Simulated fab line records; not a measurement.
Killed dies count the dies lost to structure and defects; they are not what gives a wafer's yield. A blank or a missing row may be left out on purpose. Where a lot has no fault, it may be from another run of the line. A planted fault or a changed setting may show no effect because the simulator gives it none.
Problem report in the 8D (eight disciplines) form, filled by code / flow sky130 / the parts of the form that need people (team, actions taken, sign-off) are left out

1. THE ISSUE
cathode_dc_power_W at SKY_CONTACT_SPUTTER_23 reads a mean of 4293.4 W on 6 wafers of 2 lots; wafers without a fault read 4000.0 W with a standard deviation of 0.69. So: +99 or more standard deviations from the usual mean.
The step: material TiN, target thk 20 nm, time 80 s.
Earliest sighting: wafer L813.3 on pvd_sputter-01 at day 37 15:07. Wafers with a number at this step in the record: 18, from 6 lots. Rule for "out" (also "out of limits"): further than 4 standard deviations from the usual mean. All remaining wafers that have a number are taken as sound.

2. WHAT IT IS AND WHAT IT IS NOT
question=which readings at this step | is=cathode_dc_power_W | is not=throttle_valve_pct
question=which lots | is=L813, L815 | is not=L799, L801, L817, L819
question=which wafers of those lots | is=all that have a number | is not=-
question=read on which tools | is=pvd_sputter-01 | is not=pvd_sputter-04
question=when | is=from day 37 15:07 | is not=up to then (6 sound wafers); but 6 sound wafers of L817, L819 came after

3. WHAT RULES OUT EACH SUSPECT
Counting: any tool at a process step up to the reading is kept as a suspect provided that every lot that is out went through it and no sound lot did after the first of them.
- pvd_sputter-01 at SKY_CONTACT_SPUTTER_23 (material TiN, target thk 20 nm, time 80 s): kept. All lots that are out passed through it, beginning with L813 at day 37 15:07, and no sound lot followed; its final sound lot before that point was L799 at day 32 14:23. Out on those wafers are its own readings of cathode_dc_power_W.
After counting, what remains is pvd_sputter-01 at SKY_CONTACT_SPUTTER_23.

4. THE CAUSE (what the simulator had put in)
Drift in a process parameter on pvd_sputter-01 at SKY_CONTACT_SPUTTER_23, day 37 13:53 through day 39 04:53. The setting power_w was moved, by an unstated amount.
After counting, this tool was the only one left.

5. THE EFFECT CHAIN, in route order
Each row: a reading whose mean over the struck wafers that have a number lies more than 3 standard deviations from the usual. Scope: only readings with a usual standard deviation given in the record; hours: median across lots of the time from each lot's start at the first step in this table that gives one to its start at this step; sigmas: change in usual standard deviations.
hours=0; step=SKY_CONTACT_SPUTTER_23; reading=cathode_dc_power_W; usual=4000.0 W; on struck wafers=4293.4; change=+293.4; sigmas=+99 or more
It contains these process steps:
- SKY_CONTACT_SPUTTER_23: material TiN, target thk 20 nm, time 80 s.

6. WHAT WOULD HAVE CAUGHT IT SOONER
In this record the first reading out of limits was taken at day 37 15:07, 1 hour after the fault began at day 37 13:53.
